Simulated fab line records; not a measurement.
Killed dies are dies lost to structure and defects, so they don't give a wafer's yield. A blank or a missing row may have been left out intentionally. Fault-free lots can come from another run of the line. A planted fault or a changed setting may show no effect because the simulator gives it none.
Which of the tools did it? / flow sky130 / 42 wafers from 14 lots sampled at 3 of the route's 708 steps

## WHAT THE GAUGES SHOWED, per wafer
SKY_POLY_GATE_CD_MEAS_22.
lot=L305; measured=day 16 17:38; on=cd-sem-02; cd-nm (nm)=146 149 152
lot=L307; measured=day 17 11:56; on=cd-sem-02; cd-nm (nm)=150 150 153
lot=L308; measured=day 17 21:29; on=cd-sem-02; cd-nm (nm)=150 147 147
lot=L309; measured=day 18 14:17; on=cd-sem-01; cd-nm (nm)=153 150 147
lot=L311; measured=day 20 04:30; on=cd-sem-01; cd-nm (nm)=152 150 149
lot=L313; measured=day 20 08:18; on=cd-sem-02; cd-nm (nm)=149 151 149
lot=L314; measured=day 20 09:58; on=cd-sem-02; cd-nm (nm)=149 153 152
lot=L315; measured=day 20 18:32; on=cd-sem-01; cd-nm (nm)=158 151 151
lot=L316; measured=day 21 02:41; on=cd-sem-02; cd-nm (nm)=145 147 148
lot=L320; measured=day 22 03:13; on=cd-sem-01; cd-nm (nm)=150 152 151
lot=L321; measured=day 22 16:02; on=cd-sem-02; cd-nm (nm)=153 157 154
lot=L324; measured=day 23 19:23; on=cd-sem-02; cd-nm (nm)=153 149 152
lot=L326; measured=day 24 03:52; on=cd-sem-02; cd-nm (nm)=152 155 149
lot=L327; measured=day 24 17:19; on=cd-sem-02; cd-nm (nm)=154 144 155

SKY_LDD_HVP_OVL_MEAS_07.
lot=L305; measured=day 21 19:02; on=overlay-01; LDD_HVP_OVL (nm)=2.1 0.9 2.6
lot=L307; measured=day 22 15:32; on=overlay-01; LDD_HVP_OVL (nm)=-1.1 2.5 0.9
lot=L308; measured=day 23 00:17; on=overlay-01; LDD_HVP_OVL (nm)=0.3 -0.8 -0.2
lot=L309; measured=day 23 16:23; on=overlay-02; LDD_HVP_OVL (nm)=3.0 -0.1 0.9
lot=L311; measured=day 25 10:35; on=overlay-01; LDD_HVP_OVL (nm)=3.0 3.6 0.7
lot=L313; measured=day 25 11:17; on=overlay-02; LDD_HVP_OVL (nm)=-0.1 1.8 1.4
lot=L314; measured=day 25 11:47; on=overlay-02; LDD_HVP_OVL (nm)=0.5 2.7 1.5
lot=L315; measured=day 25 20:17; on=overlay-01; LDD_HVP_OVL (nm)=1.8 0.2 2.3
lot=L316; measured=day 26 03:38; on=overlay-02; LDD_HVP_OVL (nm)=2.1 2.2 0.9
lot=L320; measured=day 27 01:41; on=overlay-02; LDD_HVP_OVL (nm)=2.4 0.6 1.9
lot=L321; measured=day 27 14:20; on=overlay-02; LDD_HVP_OVL (nm)=2.5 1.6 1.7
lot=L324; measured=day 28 16:05; on=overlay-02; LDD_HVP_OVL (nm)=0.6 -0.2 0.8
lot=L326; measured=day 28 23:59; on=overlay-02; LDD_HVP_OVL (nm)=1.0 2.5 1.2
lot=L327; measured=day 29 13:26; on=overlay-02; LDD_HVP_OVL (nm)=1.1 0.0 1.1

## WHAT TOOL EACH LOT RAN ON (gives the tool, then ch and the chambers of the sampled wafers, and finally the start)
lot=L305; SKY_LDD_HVP_DEVELOP_06=litho-track-03 ch 0, day 21 18:53
lot=L307; SKY_LDD_HVP_DEVELOP_06=litho-track-02 ch 0, day 22 15:26
lot=L308; SKY_LDD_HVP_DEVELOP_06=litho-track-04 ch 0, day 23 00:08
lot=L309; SKY_LDD_HVP_DEVELOP_06=litho-track-02 ch 0, day 23 16:14
lot=L311; SKY_LDD_HVP_DEVELOP_06=litho-track-03 ch 0, day 25 10:26
lot=L313; SKY_LDD_HVP_DEVELOP_06=litho-track-02 ch 0, day 25 11:10
lot=L314; SKY_LDD_HVP_DEVELOP_06=litho-track-03 ch 0, day 25 11:41
lot=L315; SKY_LDD_HVP_DEVELOP_06=litho-track-04 ch 0, day 25 20:08
lot=L316; SKY_LDD_HVP_DEVELOP_06=litho-track-04 ch 0, day 26 03:29
lot=L320; SKY_LDD_HVP_DEVELOP_06=litho-track-04 ch 0, day 27 01:34
lot=L321; SKY_LDD_HVP_DEVELOP_06=litho-track-04 ch 0, day 27 14:11
lot=L324; SKY_LDD_HVP_DEVELOP_06=litho-track-03 ch 0, day 28 15:56
lot=L326; SKY_LDD_HVP_DEVELOP_06=litho-track-02 ch 0, day 28 23:52
lot=L327; SKY_LDD_HVP_DEVELOP_06=litho-track-03 ch 0, day 29 13:19
- SKY_LDD_HVP_DEVELOP_06: develop time 60 s.

## WHAT THE TOOLS THEMSELVES READ (means of the sampled wafers that have a number; where no wafer has one, the mark that the record gives instead)
SKY_LDD_HVP_DEVELOP_06.
lot=L305; tool=litho-track-03; developer-temp-C (C)=22.91
lot=L307; tool=litho-track-02; developer-temp-C (C)=23.03
lot=L308; tool=litho-track-04; developer-temp-C (C)=22.99
lot=L309; tool=litho-track-02; developer-temp-C (C)=23.09
lot=L311; tool=litho-track-03; developer-temp-C (C)=23.19
lot=L313; tool=litho-track-02; developer-temp-C (C)=22.92
lot=L314; tool=litho-track-03; developer-temp-C (C)=22.95
lot=L315; tool=litho-track-04; developer-temp-C (C)=22.99
lot=L316; tool=litho-track-04; developer-temp-C (C)=22.98
lot=L320; tool=litho-track-04; developer-temp-C (C)=23.89
lot=L321; tool=litho-track-04; developer-temp-C (C)=23.91
lot=L324; tool=litho-track-03; developer-temp-C (C)=23.23
lot=L326; tool=litho-track-02; developer-temp-C (C)=23.00
lot=L327; tool=litho-track-03; developer-temp-C (C)=22.96

## THE ANSWER, worked out from the rows above alone
Rule: what is usual is taken from the lots themselves. Put in order of their means at a reading, lots are off if they are a third of the lots or fewer, leave a main group of 4 or more, and stand apart from it by a gap of 3 or more times the standard deviation of the main group's means; of several such gaps the widest counts. A main group whose means are all the same, to the digits that the tables above print for the reading, isn't used. A lot without any number at a reading at which 4 lots or more have one is off too. Where the step has rows for the other lots, those lots are counted as sound. After the gauges, taken in route order, come the tools' own readings; for these a lot's mean is taken, as printed above. The first step at which some lot is off is used, and at that step the reading that is off furthest; a lot without a number counts as furthest.
Off at SKY_LDD_HVP_DEVELOP_06 (developer-temp-C): L320, L321. Mean 23.02 C and standard deviation 0.097 in the main group.
If a tool, at that step or one of the process steps before it, ran each lot that is off and ran no sound lot following the first of them, it fits. One fits: litho-track-04 at SKY_LDD_HVP_DEVELOP_06. Its last sound lot is L316 (day 26 03:29), its first lot that is off L320 (day 27 01:34): a fault that began between those two fits.
The tool's own readings at SKY_LDD_HVP_DEVELOP_06 bear it out: on the lots that are off they differ by more than 5 times the standard deviation of the sound lots' means. developer-temp-C reads 23.90 C there against 23.02 C on the sound lots.

## WHAT WAS PUT IN BY THE SIMULATOR
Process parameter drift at SKY_LDD_HVP_DEVELOP_06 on litho-track-04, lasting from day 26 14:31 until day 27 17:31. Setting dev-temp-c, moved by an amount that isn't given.
Struck lots among those shown: L320, L321. The rule above reached the same finding.
